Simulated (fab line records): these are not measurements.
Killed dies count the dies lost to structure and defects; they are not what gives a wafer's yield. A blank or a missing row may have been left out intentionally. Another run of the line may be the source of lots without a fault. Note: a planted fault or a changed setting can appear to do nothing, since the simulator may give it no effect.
fab line records / flow sky130
record: lots: 5 wafers: 15 last_day: 50
route steps=708 shown POLY_GATE@229 LDD_N@237 PAD_OPEN@708
lots that met no fault: taken from a fault-free run of the same line
start_h: hours from the record's opening day to when the first of the lot's shown wafers began / wait_h: hours since the lot's step before / " same as the row above / L1.1+2: a row that stands for several wafers / - no value, or no start was given / * or withheld: withheld / < > ~ a bound
route shown NAME@n: a module of which the file shows steps, and the number in the route of the first / usual: mean and standard deviation over wafers with no fault / same: alike in all rows / chamber/n: place in a boat / sites: readings site by site / _std_site: their standard deviation / _edge_site: outer sites' mean less inner sites' / radius_mm: how far each site lies from the wafer's centre / mask NAME#n: copy n / behind: the most recent tool/chamber to have shaped the wafer / hold: reason for holding the lot/hours on hold/outcome of the hold / device: whichever transistor did not switch (one of n, p or np) / end of line: tests of these same wafers at the route's end / where a step has no rows: the recipe by itself / killed: dies lost to structure and defects at the first sort, not the wafer's yield / map: dies across one wafer; x = killed, . = not, _ = none there
set.NAME: setting as actually run; set.NAME@STEP: the setting as run at that earlier step / model.NAME: the simulator's own value behind a step, which no gauge read
lots at selected steps of the route; one table per step, one row per wafer
services: the hour from which a tool's chamber was out of use, counted from the record's first day as start_h (under 0 if before that day), plus the number of hours and why
== steps ==
step: SKY_POLY_GATE_ETCH_15
recipe: chemistry: N2/H2 target: BARC ion_energy_ev: 200 source_w: 500 bias_w: 100 pressure_mtorr: 30 n2_flow_sccm: 100 h2_flow_sccm: 200 stop_on: SiO2 time_s: 118.5 target_depth_a: 1100
usual: drypump_motor_current_A: 5.7/0.47 oes_product_au: 0.716/0.0045 throttle_valve_pct: 13.213/0.0095
lot.wafer=L783.1 tool=rie_diel-01 chamber=1 start_h=367.74 wait_h=0.0 drypump_motor_current_A=5.4 oes_product_au=0.719 rf_hours_counter_h=69 throttle_valve_pct=13.215
lot.wafer=L783.2 tool=rie_diel-01 chamber=3 start_h=367.74 wait_h=0.0 drypump_motor_current_A=6.1 oes_product_au=0.716 rf_hours_counter_h=101 throttle_valve_pct=13.214
lot.wafer=L783.3 tool=rie_diel-01 chamber=2 start_h=367.74 wait_h=0.0 drypump_motor_current_A=5.9 oes_product_au=0.715 rf_hours_counter_h=7 throttle_valve_pct=13.218
lot.wafer=L795.1 tool=rie_diel-01 chamber=3 start_h=482.84 wait_h=0.0 drypump_motor_current_A=6.0 oes_product_au=0.721 rf_hours_counter_h=1 throttle_valve_pct=13.209
lot.wafer=L795.2 tool=rie_diel-01 chamber=2 start_h=482.84 wait_h=0.0 drypump_motor_current_A=5.9 oes_product_au=0.715 rf_hours_counter_h=10 throttle_valve_pct=13.224
lot.wafer=L795.5 tool=rie_diel-01 chamber=3 start_h=482.84 wait_h=0.0 drypump_motor_current_A=6.1 oes_product_au=0.715 rf_hours_counter_h=- throttle_valve_pct=13.201
lot.wafer=L803.2 tool=rie_diel-04 chamber=1 start_h=578.39 wait_h=0.0 drypump_motor_current_A=4.8 oes_product_au=0.709 rf_hours_counter_h=64 throttle_valve_pct=13.208
lot.wafer=L803.4 tool=rie_diel-04 chamber=1 start_h=578.39 wait_h=0.0 drypump_motor_current_A=4.8 oes_product_au=0.705 rf_hours_counter_h=- throttle_valve_pct=13.214
lot.wafer=L803.5 tool=rie_diel-04 chamber=0 start_h=578.39 wait_h=0.0 drypump_motor_current_A=6.4 oes_product_au=0.715 rf_hours_counter_h=- throttle_valve_pct=13.195
lot.wafer=L804.2 tool=rie_diel-04 chamber=3 start_h=579.99 wait_h=0.0 drypump_motor_current_A=5.9 oes_product_au=0.713 rf_hours_counter_h=36 throttle_valve_pct=13.226
lot.wafer=L804.4 tool=rie_diel-04 chamber=1 start_h=579.99 wait_h=0.0 drypump_motor_current_A=4.8 oes_product_au=0.720 rf_hours_counter_h=65 throttle_valve_pct=13.207
lot.wafer=L804.5 tool=rie_diel-04 chamber=1 start_h=579.99 wait_h=0.0 drypump_motor_current_A=4.8 oes_product_au=0.722 rf_hours_counter_h=- throttle_valve_pct=13.210
lot.wafer=L805.4 tool=rie_diel-02 chamber=1 start_h=586.41 wait_h=0.0 drypump_motor_current_A=5.8 oes_product_au=0.714 rf_hours_counter_h=16 throttle_valve_pct=13.223
lot.wafer=L805.5 tool=rie_diel-02 chamber=2 start_h=586.41 wait_h=0.0 drypump_motor_current_A=6.2 oes_product_au=0.723 rf_hours_counter_h=- throttle_valve_pct=13.239
lot.wafer=L805.6 tool=rie_diel-02 chamber=1 start_h=586.41 wait_h=0.0 drypump_motor_current_A=5.8 oes_product_au=0.713 rf_hours_counter_h=- throttle_valve_pct=13.212
step: SKY_POLY_GATE_ETCH_16
recipe: stop_on: poly-Si chemistry: CH3F/O2 target: Si3N4 source_w: 400 bias_w: 80 pressure_mtorr: 25 ch3f_flow_sccm: 40 O2_flow_sccm: 30 time_s: 147.5 target_depth_a: 750
usual: drypump_motor_current_A: 5.6/0.46 oes_product_au: 0.641/0.0054 throttle_valve_pct: 10.535/0.0095
lot.wafer=L783.1 tool=rie_diel-01 chamber=1 start_h=367.83 wait_h=0.0 drypump_motor_current_A=5.4 oes_product_au=0.645 rf_hours_counter_h=69 throttle_valve_pct=10.530
lot.wafer=L783.2 tool=rie_diel-01 chamber=3 start_h=367.83 wait_h=0.0 drypump_motor_current_A=6.0 oes_product_au=0.637 rf_hours_counter_h=101 throttle_valve_pct=10.545
lot.wafer=L783.3 tool=rie_diel-01 chamber=2 start_h=367.83 wait_h=0.0 drypump_motor_current_A=5.9 oes_product_au=0.645 rf_hours_counter_h=8 throttle_valve_pct=10.543
lot.wafer=L795.1 tool=rie_diel-01 chamber=3 start_h=482.93 wait_h=0.0 drypump_motor_current_A=6.0 oes_product_au=0.653 rf_hours_counter_h=1 throttle_valve_pct=10.539
lot.wafer=L795.2 tool=rie_diel-01 chamber=2 start_h=482.93 wait_h=0.0 drypump_motor_current_A=5.9 oes_product_au=0.640 rf_hours_counter_h=10 throttle_valve_pct=10.541
lot.wafer=L795.5 tool=rie_diel-01 chamber=3 start_h=482.93 wait_h=0.0 drypump_motor_current_A=6.0 oes_product_au=0.635 rf_hours_counter_h=- throttle_valve_pct=10.534
lot.wafer=L803.2 tool=rie_diel-04 chamber=1 start_h=578.48 wait_h=0.0 drypump_motor_current_A=4.8 oes_product_au=0.637 rf_hours_counter_h=65 throttle_valve_pct=10.545
lot.wafer=L803.4 tool=rie_diel-04 chamber=1 start_h=578.48 wait_h=0.0 drypump_motor_current_A=4.8 oes_product_au=0.649 rf_hours_counter_h=- throttle_valve_pct=10.531
lot.wafer=L803.5 tool=rie_diel-04 chamber=0 start_h=578.48 wait_h=0.0 drypump_motor_current_A=6.3 oes_product_au=0.646 rf_hours_counter_h=- throttle_valve_pct=10.524
lot.wafer=L804.2 tool=rie_diel-04 chamber=3 start_h=580.08 wait_h=0.0 drypump_motor_current_A=5.9 oes_product_au=0.644 rf_hours_counter_h=36 throttle_valve_pct=10.541
lot.wafer=L804.4 tool=rie_diel-04 chamber=1 start_h=580.08 wait_h=0.0 drypump_motor_current_A=4.8 oes_product_au=0.642 rf_hours_counter_h=65 throttle_valve_pct=10.529
lot.wafer=L804.5 tool=rie_diel-04 chamber=1 start_h=580.08 wait_h=0.0 drypump_motor_current_A=4.8 oes_product_au=0.645 rf_hours_counter_h=- throttle_valve_pct=10.523
lot.wafer=L805.4 tool=rie_diel-02 chamber=1 start_h=586.50 wait_h=0.0 drypump_motor_current_A=5.8 oes_product_au=0.645 rf_hours_counter_h=17 throttle_valve_pct=10.536
lot.wafer=L805.5 tool=rie_diel-02 chamber=2 start_h=586.50 wait_h=0.0 drypump_motor_current_A=6.1 oes_product_au=0.641 rf_hours_counter_h=- throttle_valve_pct=10.535
lot.wafer=L805.6 tool=rie_diel-02 chamber=1 start_h=586.50 wait_h=0.0 drypump_motor_current_A=5.8 oes_product_au=0.640 rf_hours_counter_h=- throttle_valve_pct=10.542
step: SKY_POLY_GATE_ETCH_17
recipe: target_depth_nm: 180 stop_on: SiO2 over_etch_frac: 0.56667 chemistry: HBr/Cl2 target: poly-Si icp_w: 400 bias_w: 100 pressure_mtorr: 10 HBr_flow_sccm: 150 Cl2_flow_sccm: 50 time_s: 70.5
usual: drypump_motor_current_A: 5.3/0.51 oes_product_au: 0.986/0.0077 throttle_valve_pct: 33.685/0.01
lot.wafer=L783.1 tool=rie_si-02 chamber=1 start_h=367.92 wait_h=0.0 drypump_motor_current_A=5.0 oes_product_au=0.981 rf_hours_counter_h=30 throttle_valve_pct=33.679
lot.wafer=L783.2 tool=rie_si-02 chamber=2 start_h=367.92 wait_h=0.0 drypump_motor_current_A=4.7 oes_product_au=0.982 rf_hours_counter_h=10 throttle_valve_pct=33.694
lot.wafer=L783.3 tool=rie_si-02 chamber=3 start_h=367.92 wait_h=0.0 drypump_motor_current_A=6.1 oes_product_au=0.964 rf_hours_counter_h=24 throttle_valve_pct=33.678
lot.wafer=L795.1 tool=rie_si-01 chamber=0 start_h=483.02 wait_h=0.0 drypump_motor_current_A=4.9 oes_product_au=0.985 rf_hours_counter_h=3 throttle_valve_pct=33.659
lot.wafer=L795.2 tool=rie_si-01 chamber=3 start_h=483.02 wait_h=0.0 drypump_motor_current_A=5.4 oes_product_au=0.997 rf_hours_counter_h=4 throttle_valve_pct=33.677
lot.wafer=L795.5 tool=rie_si-01 chamber=2 start_h=483.02 wait_h=0.0 drypump_motor_current_A=5.6 oes_product_au=0.991 rf_hours_counter_h=- throttle_valve_pct=33.700
lot.wafer=L803.2 tool=rie_si-02 chamber=2 start_h=578.57 wait_h=0.0 drypump_motor_current_A=4.7 oes_product_au=0.984 rf_hours_counter_h=11 throttle_valve_pct=33.692
lot.wafer=L803.4 tool=rie_si-02 chamber=0 start_h=578.57 wait_h=0.0 drypump_motor_current_A=5.4 oes_product_au=0.986 rf_hours_counter_h=1 throttle_valve_pct=33.706
lot.wafer=L803.5 tool=rie_si-02 chamber=0 start_h=578.57 wait_h=0.0 drypump_motor_current_A=5.4 oes_product_au=0.977 rf_hours_counter_h=- throttle_valve_pct=33.692
lot.wafer=L804.2 tool=rie_si-02 chamber=3 start_h=580.17 wait_h=0.0 drypump_motor_current_A=6.1 oes_product_au=0.985 rf_hours_counter_h=26 throttle_valve_pct=33.678
lot.wafer=L804.4 tool=rie_si-02 chamber=0 start_h=580.17 wait_h=0.0 drypump_motor_current_A=5.4 oes_product_au=0.987 rf_hours_counter_h=1 throttle_valve_pct=33.691
lot.wafer=L804.5 tool=rie_si-02 chamber=1 start_h=580.17 wait_h=0.0 drypump_motor_current_A=5.0 oes_product_au=0.991 rf_hours_counter_h=- throttle_valve_pct=33.673
lot.wafer=L805.4 tool=rie_si-01 chamber=0 start_h=586.62 wait_h=0.1 drypump_motor_current_A=4.9 oes_product_au=0.993 rf_hours_counter_h=- throttle_valve_pct=33.683
lot.wafer=L805.5 tool=rie_si-01 chamber=1 start_h=586.62 wait_h=0.1 drypump_motor_current_A=6.0 oes_product_au=0.975 rf_hours_counter_h=- throttle_valve_pct=33.671
lot.wafer=L805.6 tool=rie_si-01 chamber=3 start_h=586.62 wait_h=0.1 drypump_motor_current_A=5.4 oes_product_au=0.983 rf_hours_counter_h=- throttle_valve_pct=33.688
step: SKY_POLY_GATE_STRIP_18
recipe: chemistry: O2/N2 power_w: 1400 pressure_mtorr: 1500 platen_temp_c: withheld o2_flow_sccm: 3000 n2_flow_sccm: 300 overash_fraction: 0.5
usual: drypump_motor_current_A: 5.6/0.47 oes_product_au: 0.362/0.0046 strip_time_to_endpoint_s: 3.19/0.041
lot.wafer=L783.1 tool=plasma_asher-03 chamber=1 start_h=367.98 wait_h=0.0 drypump_motor_current_A=6.4 oes_product_au=0.363 rf_hours_counter_h=23 strip_time_to_endpoint_s=3.13
lot.wafer=L783.2 tool=plasma_asher-03 chamber=0 start_h=367.98 wait_h=0.0 drypump_motor_current_A=5.4 oes_product_au=0.359 rf_hours_counter_h=23 strip_time_to_endpoint_s=3.21
lot.wafer=L783.3 tool=plasma_asher-03 chamber=1 start_h=367.98 wait_h=0.0 drypump_motor_current_A=6.4 oes_product_au=0.363 rf_hours_counter_h=- strip_time_to_endpoint_s=3.19
lot.wafer=L795.1 tool=plasma_asher-01 chamber=0 start_h=483.08 wait_h=0.0 drypump_motor_current_A=5.1 oes_product_au=0.362 rf_hours_counter_h=55 strip_time_to_endpoint_s=3.19
lot.wafer=L795.2 tool=plasma_asher-01 chamber=1 start_h=483.08 wait_h=0.0 drypump_motor_current_A=5.1 oes_product_au=0.355 rf_hours_counter_h=55 strip_time_to_endpoint_s=3.16
lot.wafer=L795.5 tool=plasma_asher-01 chamber=1 start_h=483.08 wait_h=0.0 drypump_motor_current_A=5.2 oes_product_au=0.360 rf_hours_counter_h=- strip_time_to_endpoint_s=3.21
lot.wafer=L803.2 tool=plasma_asher-01 chamber=1 start_h=578.63 wait_h=0.0 drypump_motor_current_A=5.2 oes_product_au=0.368 rf_hours_counter_h=65 strip_time_to_endpoint_s=3.20
lot.wafer=L803.4 tool=plasma_asher-01 chamber=0 start_h=578.63 wait_h=0.0 drypump_motor_current_A=5.1 oes_product_au=0.360 rf_hours_counter_h=- strip_time_to_endpoint_s=3.22
lot.wafer=L803.5 tool=plasma_asher-01 chamber=1 start_h=578.63 wait_h=0.0 drypump_motor_current_A=5.2 oes_product_au=0.364 rf_hours_counter_h=- strip_time_to_endpoint_s=3.21
lot.wafer=L804.2 tool=plasma_asher-01 chamber=1 start_h=580.23 wait_h=0.0 drypump_motor_current_A=5.2 oes_product_au=0.368 rf_hours_counter_h=65 strip_time_to_endpoint_s=3.13
lot.wafer=L804.4 tool=plasma_asher-01 chamber=1 start_h=580.23 wait_h=0.0 drypump_motor_current_A=5.2 oes_product_au=0.364 rf_hours_counter_h=- strip_time_to_endpoint_s=3.21
lot.wafer=L804.5 tool=plasma_asher-01 chamber=1 start_h=580.23 wait_h=0.0 drypump_motor_current_A=5.2 oes_product_au=0.355 rf_hours_counter_h=- strip_time_to_endpoint_s=3.21
lot.wafer=L805.4 tool=plasma_asher-03 chamber=1 start_h=586.68 wait_h=0.0 drypump_motor_current_A=6.4 oes_product_au=0.366 rf_hours_counter_h=- strip_time_to_endpoint_s=3.25
lot.wafer=L805.5 tool=plasma_asher-03 chamber=1 start_h=586.68 wait_h=0.0 drypump_motor_current_A=6.5 oes_product_au=0.358 rf_hours_counter_h=- strip_time_to_endpoint_s=3.23
lot.wafer=L805.6 tool=plasma_asher-03 chamber=0 start_h=586.68 wait_h=0.0 drypump_motor_current_A=5.4 oes_product_au=0.355 rf_hours_counter_h=- strip_time_to_endpoint_s=3.20
step: SKY_POLY_GATE_CLEAN_19
recipe: chemistry: SC1/SC2 mix: 1:4:20 temp_c: 70 time_s: 150 dry: n2_spin
step: SKY_POLY_GATE_OXIDATION_20
recipe: temp_c: 850 ambient: O2 stabilise_s: 600 purge_s: 300 target_thk_a: 40 ox_time_s: 899
step: SKY_POLY_GATE_THK_MEAS_21
recipe: reads: SiO2_of_POLY_GATE_OXIDATION_20
usual: POLY_GATE_OXIDATION_THK: 4.00/0.079
lot.wafer=L783.1 tool=film_metro-02 chamber=- start_h=371.21 wait_h=0.0 POLY_GATE_OXIDATION_THK[nm]=4.05
lot.wafer=L783.2 tool=film_metro-02 chamber=- start_h=371.21 wait_h=0.0 POLY_GATE_OXIDATION_THK[nm]=4.00
lot.wafer=L783.3 tool=film_metro-02 chamber=- start_h=371.21 wait_h=0.0 POLY_GATE_OXIDATION_THK[nm]=3.96
lot.wafer=L795.1 tool=film_metro-02 chamber=- start_h=484.48 wait_h=0.0 POLY_GATE_OXIDATION_THK[nm]=4.07
lot.wafer=L795.2 tool=film_metro-02 chamber=- start_h=484.48 wait_h=0.0 POLY_GATE_OXIDATION_THK[nm]=4.16
lot.wafer=L795.5 tool=film_metro-02 chamber=- start_h=484.48 wait_h=0.0 POLY_GATE_OXIDATION_THK[nm]=4.08
lot.wafer=L803.2 tool=film_metro-01 chamber=- start_h=580.04 wait_h=0.0 POLY_GATE_OXIDATION_THK[nm]=3.95
lot.wafer=L803.4 tool=film_metro-01 chamber=- start_h=580.04 wait_h=0.0 POLY_GATE_OXIDATION_THK[nm]=4.07
lot.wafer=L803.5 tool=film_metro-01 chamber=- start_h=580.04 wait_h=0.0 POLY_GATE_OXIDATION_THK[nm]=3.89
lot.wafer=L804.2 tool=film_metro-01 chamber=- start_h=581.64 wait_h=0.0 POLY_GATE_OXIDATION_THK[nm]=3.92
lot.wafer=L804.4 tool=film_metro-01 chamber=- start_h=581.64 wait_h=0.0 POLY_GATE_OXIDATION_THK[nm]=3.86
lot.wafer=L804.5 tool=film_metro-01 chamber=- start_h=581.64 wait_h=0.0 POLY_GATE_OXIDATION_THK[nm]=3.86
lot.wafer=L805.4 tool=film_metro-04 chamber=- start_h=589.08 wait_h=0.0 POLY_GATE_OXIDATION_THK[nm]=3.92
lot.wafer=L805.5 tool=film_metro-04 chamber=- start_h=589.08 wait_h=0.0 POLY_GATE_OXIDATION_THK[nm]=3.98
lot.wafer=L805.6 tool=film_metro-04 chamber=- start_h=589.08 wait_h=0.0 POLY_GATE_OXIDATION_THK[nm]=3.87
step: SKY_POLY_GATE_CD_MEAS_22
usual: cd_nm: 149.8/1.8
lot.wafer=L783.1 tool=cd_sem-02 chamber=- start_h=371.27 wait_h=0.1 cd_nm=150.3
lot.wafer=L783.2 tool=cd_sem-02 chamber=- start_h=371.27 wait_h=0.1 cd_nm=154.9
lot.wafer=L783.3 tool=cd_sem-02 chamber=- start_h=371.27 wait_h=0.1 cd_nm=150.4
lot.wafer=L795.1 tool=cd_sem-02 chamber=- start_h=484.54 wait_h=0.1 cd_nm=149.7
lot.wafer=L795.2 tool=cd_sem-02 chamber=- start_h=484.54 wait_h=0.1 cd_nm=148.3
lot.wafer=L795.5 tool=cd_sem-02 chamber=- start_h=484.54 wait_h=0.1 cd_nm=149.7
lot.wafer=L803.2 tool=cd_sem-01 chamber=- start_h=580.12 wait_h=0.1 cd_nm=149.0
lot.wafer=L803.4 tool=cd_sem-01 chamber=- start_h=580.12 wait_h=0.1 cd_nm=151.4
lot.wafer=L803.5 tool=cd_sem-01 chamber=- start_h=580.12 wait_h=0.1 cd_nm=146.1
lot.wafer=L804.2 tool=cd_sem-02 chamber=- start_h=581.72 wait_h=0.1 cd_nm=149.7
lot.wafer=L804.4 tool=cd_sem-02 chamber=- start_h=581.72 wait_h=0.1 cd_nm=147.2
lot.wafer=L804.5 tool=cd_sem-02 chamber=- start_h=581.72 wait_h=0.1 cd_nm=146.7
lot.wafer=L805.4 tool=cd_sem-02 chamber=- start_h=589.20 wait_h=0.1 cd_nm=148.8
lot.wafer=L805.5 tool=cd_sem-02 chamber=- start_h=589.20 wait_h=0.1 cd_nm=152.0
lot.wafer=L805.6 tool=cd_sem-02 chamber=- start_h=589.20 wait_h=0.1 cd_nm=150.7
step: SKY_LDD_N_DEHYDRATE_00
recipe: temp_c: 200 time_s: 60
step: SKY_LDD_N_HMDS_01
recipe: prime_time_s: 60 prime_temp_c: 120
step: SKY_LDD_N_COAT_02
recipe: resist: NOVOLAK spin_rpm: 3000 resist_thk_nm: 300
step: SKY_LDD_N_SOFTBAKE_03
recipe: temp_c: 90 time_s: 60 resist: NOVOLAK
step: SKY_LDD_N_EXPOSE_04
recipe: mask_id: NTM target_cd_nm: 840 na: 0.6 source_shape: conventional sigma_outer: 0.6 dose_mj: 110
lot.wafer=L783.1+2+3 tool=iline_stepper-02 chamber=0 start_h=385.89 wait_h=- mask=NTM#0
lot.wafer=L795.1+2+5 tool=iline_stepper-01 chamber=0 start_h=500.74 wait_h=- mask=NTM_R1#0
lot.wafer=L803.2+4+5 tool=iline_stepper-01 chamber=0 start_h=594.91 wait_h=- mask=NTM#0
lot.wafer=L804.2+4+5 tool=iline_stepper-02 chamber=0 start_h=596.03 wait_h=- mask=NTM#0
lot.wafer=L805.4+5+6 tool=iline_stepper-01 chamber=0 start_h=603.12 wait_h=- mask=NTM#0
step: SKY_LDD_N_PEB_05
recipe: temp_c: withheld time_s: * resist: NOVOLAK
step: SKY_PAD_OPEN_PROBE_99
usual: killed_at_M0_to_M3: 43/6.6 killed_at_M4_up: 3.1/1.6 killed_at_contacts: 23/5.6 killed_at_front_end: 15/4.2 killed_at_other: 0.2/0.43 killed_dies: 85/9.3 killed_open: 46/6.6 killed_short: 39/6.2
same: gross_dies: 492 killed_at_back_side: 0
lot.wafer=L783.1 tool=prober-02 chamber=- start_h=1066.39 wait_h=0.1 killed_at_M0_to_M3=49 killed_at_M4_up=0 killed_at_contacts=22 killed_at_front_end=18 killed_at_other=1 killed_dies=90 killed_open=56 killed_short=34
lot.wafer=L783.2 tool=prober-02 chamber=- start_h=1066.44 wait_h=0.1 killed_at_M0_to_M3=52 killed_at_M4_up=3 killed_at_contacts=20 killed_at_front_end=16 killed_at_other=0 killed_dies=91 killed_open=48 killed_short=43
lot.wafer=L783.3 tool=prober-02 chamber=- start_h=1066.49 wait_h=0.2 killed_at_M0_to_M3=39 killed_at_M4_up=4 killed_at_contacts=14 killed_at_front_end=12 killed_at_other=0 killed_dies=69 killed_open=33 killed_short=36
lot.wafer=L803.2 tool=prober-01 chamber=- start_h=1201.40 wait_h=0.1 killed_at_M0_to_M3=50 killed_at_M4_up=4 killed_at_contacts=20 killed_at_front_end=14 killed_at_other=0 killed_dies=88 killed_open=46 killed_short=42
lot.wafer=L803.4 tool=prober-01 chamber=- start_h=1201.50 wait_h=0.2 killed_at_M0_to_M3=43 killed_at_M4_up=5 killed_at_contacts=15 killed_at_front_end=13 killed_at_other=0 killed_dies=76 killed_open=39 killed_short=37
lot.wafer=L803.5 tool=prober-01 chamber=- start_h=1201.55 wait_h=0.2 killed_at_M0_to_M3=45 killed_at_M4_up=3 killed_at_contacts=18 killed_at_front_end=11 killed_at_other=0 killed_dies=77 killed_open=40 killed_short=37
killed by level:class
L783.1 VIA1:geometric_particle:open=13 CONTACT:geometric_particle:open=9 POLY_GATE:geometric_particle:open=7 METAL1:geometric_particle:short=7 VIA2:geometric_particle:open=7 VIA3:geometric_particle:open=6 CONTACT:geometric_particle:short=5 LOCAL_INTERCONNECT:geometric_particle:short=4
L783.2 VIA1:geometric_particle:short=8 VIA1:geometric_particle:open=8 FIELD_ISO:geometric_particle:open=7 LI_CONTACT:geometric_particle:open=7 METAL1:geometric_particle:short=7 VIA2:geometric_particle:open=7 VIA3:geometric_particle:open=6 LI_CONTACT:geometric_particle:short=5
L783.3 VIA1:geometric_particle:open=10 LI_CONTACT:geometric_particle:open=6 METAL1:geometric_particle:short=6 CONTACT:geometric_particle:open=5 VIA1:geometric_particle:short=5 METAL2:geometric_particle:short=5 VIA3:geometric_particle:open=5 VIA3:geometric_particle:short=4
L803.2 CONTACT:geometric_particle:open=10 VIA2:geometric_particle:open=9 VIA3:geometric_particle:open=8 VIA1:geometric_particle:open=7 VIA1:geometric_particle:short=6 FIELD_ISO:geometric_particle:short=5 VIA2:geometric_particle:short=5 METAL3:geometric_particle:short=5
L803.4 VIA1:geometric_particle:open=10 VIA3:geometric_particle:open=8 CONTACT:geometric_particle:open=7 VIA3:geometric_particle:short=7 POLY_GATE:geometric_particle:short=5 VIA2:geometric_particle:open=5 METAL1:geometric_particle:short=5 LI_CONTACT:geometric_particle:open=4
L803.5 VIA3:geometric_particle:open=8 VIA2:geometric_particle:open=7 CONTACT:geometric_particle:open=7 LOCAL_INTERCONNECT:geometric_particle:short=6 VIA1:geometric_particle:open=6 VIA1:geometric_particle:short=5 VIA2:geometric_particle:short=5 LI_CONTACT:geometric_particle:open=4
== services ==
tool=plasma_asher-01 chamber=- start_h=346.25 hours=8.3 kind=repair
tool=rie_si-02 chamber=0 start_h=347.10 hours=38.4 kind=repair
tool=iline_stepper-02 chamber=- start_h=353.77 hours=14.9 kind=repair
tool=rie_diel-02 chamber=0 start_h=357.65 hours=2.5 kind=repair
tool=rie_diel-02 chamber=2 start_h=397.11 hours=11.0 kind=repair
tool=rie_diel-04 chamber=0 start_h=405.02 hours=11.4 kind=repair
tool=plasma_asher-03 chamber=- start_h=412.14 hours=1.6 kind=repair
tool=rie_diel-01 chamber=- start_h=425.86 hours=0.5 kind=repair
tool=plasma_asher-01 chamber=- start_h=452.35 hours=1.1 kind=repair
tool=rie_diel-02 chamber=2 start_h=469.06 hours=9.9 kind=repair
tool=rie_si-02 chamber=1 start_h=478.47 hours=5.6 kind=repair
tool=plasma_asher-03 chamber=- start_h=480.24 hours=14.7 kind=repair
tool=rie_si-02 chamber=0 start_h=481.92 hours=6.0 kind=repair
tool=iline_stepper-01 chamber=- start_h=486.04 hours=2.6 kind=repair
tool=plasma_asher-01 chamber=- start_h=487.71 hours=1.3 kind=repair
tool=rie_diel-01 chamber=3 start_h=503.31 hours=29.3 kind=repair
tool=rie_diel-04 chamber=3 start_h=512.28 hours=4.7 kind=repair
tool=rie_diel-04 chamber=2 start_h=518.61 hours=6.2 kind=repair
tool=iline_stepper-01 chamber=- start_h=520.40 hours=1.7 kind=pm
tool=rie_diel-04 chamber=0 start_h=560.67 hours=1.7 kind=repair
tool=rie_diel-01 chamber=2 start_h=573.13 hours=13.9 kind=repair
tool=rie_diel-04 chamber=2 start_h=577.04 hours=1.6 kind=repair
tool=rie_diel-01 chamber=3 start_h=596.15 hours=1.8 kind=repair
tool=iline_stepper-01 chamber=- start_h=597.78 hours=4.1 kind=repair
== key ==
first_sign: step: SKY_LDD_N_EXPOSE_04 reading: mask direction: changed
effect none on later readings
met_at SKY_LDD_N_EXPOSE_04
struck_wafers L795.1,L795.2,L795.5
tester_left_out L795
fault: kind: wrong_mask tool: any chamber: - onset_h: 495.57 steps: SKY_LDD_N_EXPOSE_04 aux_copy: NTM_R1#0 cd_offset_nm: -101 scope: struck_lots_only
tester_left_out: of these lots the tester's yield and bins aren't shown, on N5 and GAA mostly nor the transistor test; their killed dies are dies lost to structure and defects alone, not to doping, threshold or leakage, so they don't give the yield
